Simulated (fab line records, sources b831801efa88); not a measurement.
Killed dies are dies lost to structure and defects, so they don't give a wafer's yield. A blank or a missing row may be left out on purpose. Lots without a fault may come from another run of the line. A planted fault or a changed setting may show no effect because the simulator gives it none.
Chamber matching | flow gf180mcu | GF_V1_CMP_26 on cmp-01: 4 sister chambers
The step polishes, stops on SiO2, t overpolish 15 s, target thk 0 nm. 16 wafers are shown with their chamber, then 8 later ones without.

WAFERS WITH THEIR CHAMBER
wafer  | chamber | motor_current_A (A) | time_to_endpoint_s (s) | overpolish_run_s (s)
L349.3 | 3       | 10.3                | 82                     | 14.998
L349.4 | 0       | 11.4                | 85                     | 15.002
L349.6 | 1       | 11.5                | 85                     | 14.992
L354.1 | 0       | 11.3                | 85                     | 15.008
L354.3 | 1       | 11.4                | 86                     | 15.011
L354.4 | 3       | 10.6                | 85                     | 14.999
L357.3 | 1       | 11.6                | 85                     | 15.005
L357.4 | 2       | 11.4                | 85                     | 15.007
L357.5 | 0       | 11.4                | 89                     | 15.006
L358.2 | 1       | 11.2                | 84                     | 14.995
L358.3 | 0       | 11.3                | 87                     | 14.994
L358.5 | 3       | 10.4                | 83                     | 14.995
L360.1 | 1       | 11.1                | 85                     | 14.992
L360.4 | 2       | 12.0                | 90                     | 15.005
L360.6 | 0       | 11.0                | 87                     | 15.025
L361.3 | 2       | 11.2                | 86                     | 14.984

SIGNATURES (means of the wafers above)
reading            | chamber 0 | chamber 1 | chamber 2 | chamber 3 | scatter within a chamber
motor_current_A    | 11.280    | 11.360    | 11.533    | 10.433    | 0.237
time_to_endpoint_s | 86.60     | 85.00     | 87.00     | 83.33     | 1.63
overpolish_run_s   | 15.00700  | 14.99900  | 14.99867  | 14.99733  | 0.00978
Rule: a wafer's distance from a chamber is the root of the sum, over the readings, of the square of ((its reading less the chamber's mean) divided by the reading's scatter). The wafer belongs to the nearest chamber; if the next one is less than 2 further off, it can't be placed. The scatter: the root of (the sum of the squares of (reading less its chamber's mean) over the shown wafers, divided by (wafers less chambers)).

WAFERS WITHOUT THEIR CHAMBER
wafer  | motor_current_A (A) | time_to_endpoint_s (s) | overpolish_run_s (s)
L361.4 | 11.5                | 88                     | 15.013
L361.6 | 10.8                | 90                     | 15.011
L366.3 | 11.6                | 90                     | 15.004
L366.4 | 11.1                | 89                     | 14.991
L366.6 | 11.4                | 87                     | 14.988
L367.3 | 12.3                | 88                     | 15.015
L367.4 | 10.5                | 90                     | 14.994
L367.5 | 11.9                | 86                     | 14.998

WHICH CHAMBER EACH WENT THROUGH
wafer  | from the rows above               | in truth
L361.4 | can't be placed: 0 or 2 or 1      | 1
L361.6 | can't be placed: 0 or 2 or 1 or 3 | 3
L366.3 | can't be placed: 2 or 0 or 1      | 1
L366.4 | can't be placed: 0 or 2 or 1      | 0
L366.6 | can't be placed: 2 or 1 or 0      | 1
L367.3 | can't be placed: 2 or 0 or 1      | 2
L367.4 | can't be placed: 3 or 0 or 2 or 1 | 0
L367.5 | can't be placed: 2 or 1 or 0      | 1
Placed correctly: 0 of 8. Can't be placed from these rows: 8 (the true chamber is among the candidates in 8). Placed wrongly: 0.
